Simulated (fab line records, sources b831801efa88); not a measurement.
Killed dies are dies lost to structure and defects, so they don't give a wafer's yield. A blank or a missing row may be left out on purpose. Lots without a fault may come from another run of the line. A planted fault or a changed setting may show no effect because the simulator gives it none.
One fault seen from 2 desks | flow sky130 | each desk has only its own numbers; what lay behind them comes last

THE METROLOGY DESK
What the gauges read, lot by lot, whatever tool the lot ran on: means of the sampled wafers that have a number. A lot is out of limits, marked OUT, if its mean lies more than 4 standard deviations from the usual mean; the brackets give that distance.
Columns: A = cd_nm at SKY_LDD_P_CD_MEAS_07, usual 380.0 nm; B = CONTACT_OVL at SKY_CONTACT_OVL_MEAS_15, usual 0 nm
lot  | first seen here | A               | B
L922 | day 19 04:47    | 382.7           | -2
L923 | day 19 11:04    | 377.7           | 3
L924 | day 19 18:46    | 378.7           | -3
L925 | day 19 22:31    | 377.6           | -2
L926 | day 20 09:34    | 379.5           | 7
L927 | day 20 18:00    | 263.4 (-45) OUT | -2
L928 | day 21 05:05    | 382.4           | -3
L929 | day 22 02:54    | 292.8 (-34) OUT | 7
L930 | day 22 03:59    | 291.0 (-34) OUT | -3
L931 | day 22 04:30    | 292.6 (-34) OUT | 4
L932 | day 22 09:41    | 379.6           | 4
L937 | day 24 08:20    | 383.8           | -3
L940 | day 25 13:06    | 374.1           | 0
L942 | day 26 03:31    | 379.5           | -4
L943 | day 26 11:24    | 380.1           | -1
This desk's finding: out of limits on L927, L929, L930, L931; first on L927, day 20 18:00 (cd_nm at SKY_LDD_P_CD_MEAS_07). In limits: L922, L923, L924, L925, L926, L928, L932, L937, L940, L942, L943.

THE TOOL OWNER'S DESK: iline_stepper-02
The tool's own readings at SKY_LDD_P_EXPOSE_04 (exposes mask PSDM, target cd 380 nm): means of the sampled wafers that have a number, for each lot that ran on this tool. A lot is out of limits, marked OUT, if its mean lies more than 4 standard deviations from the usual mean; the brackets give that distance.
Columns: A = exposure_dose_mJ_cm2 at SKY_LDD_P_EXPOSE_04, usual 137.98
lot  | first seen here | A
L922 | day 18 13:31    | 137.99
L923 | day 18 19:34    | 137.88
L924 | day 19 02:52    | 138.04
L925 | day 19 06:58    | 138.14
L926 | day 19 18:21    | 137.97
L927 | day 20 02:28    | 92.21 (-99 or more) OUT
L929 | day 21 11:21    | 101.54 (-99 or more) OUT
L930 | day 21 12:55    | 101.72 (-99 or more) OUT
L931 | day 21 13:31    | 101.51 (-99 or more) OUT
This desk's finding: out of limits on L927, L929, L930, L931; first on L927, day 20 02:28 (exposure_dose_mJ_cm2 at SKY_LDD_P_EXPOSE_04). In limits: L922, L923, L924, L925, L926.

PUT TOGETHER
The tool owner's desk could have raised an alarm at day 20 02:28, on L927, L929, L930, L931.
The metrology desk could have raised an alarm at day 20 18:00, on L927, L929, L930, L931.
Of the lots named, all ran SKY_LDD_P_EXPOSE_04 on iline_stepper-02.

WHAT THE SIMULATOR HAD PUT IN
Process parameter drift: iline_stepper-02, from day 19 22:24 on, at SKY_LDD_P_EXPOSE_04. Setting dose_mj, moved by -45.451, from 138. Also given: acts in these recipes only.
Lots struck among those shown: L927, L929, L930, L931.
Hours from the fault's start to each desk's first reading out of limits: the tool owner's desk, 4; the metrology desk, 20.
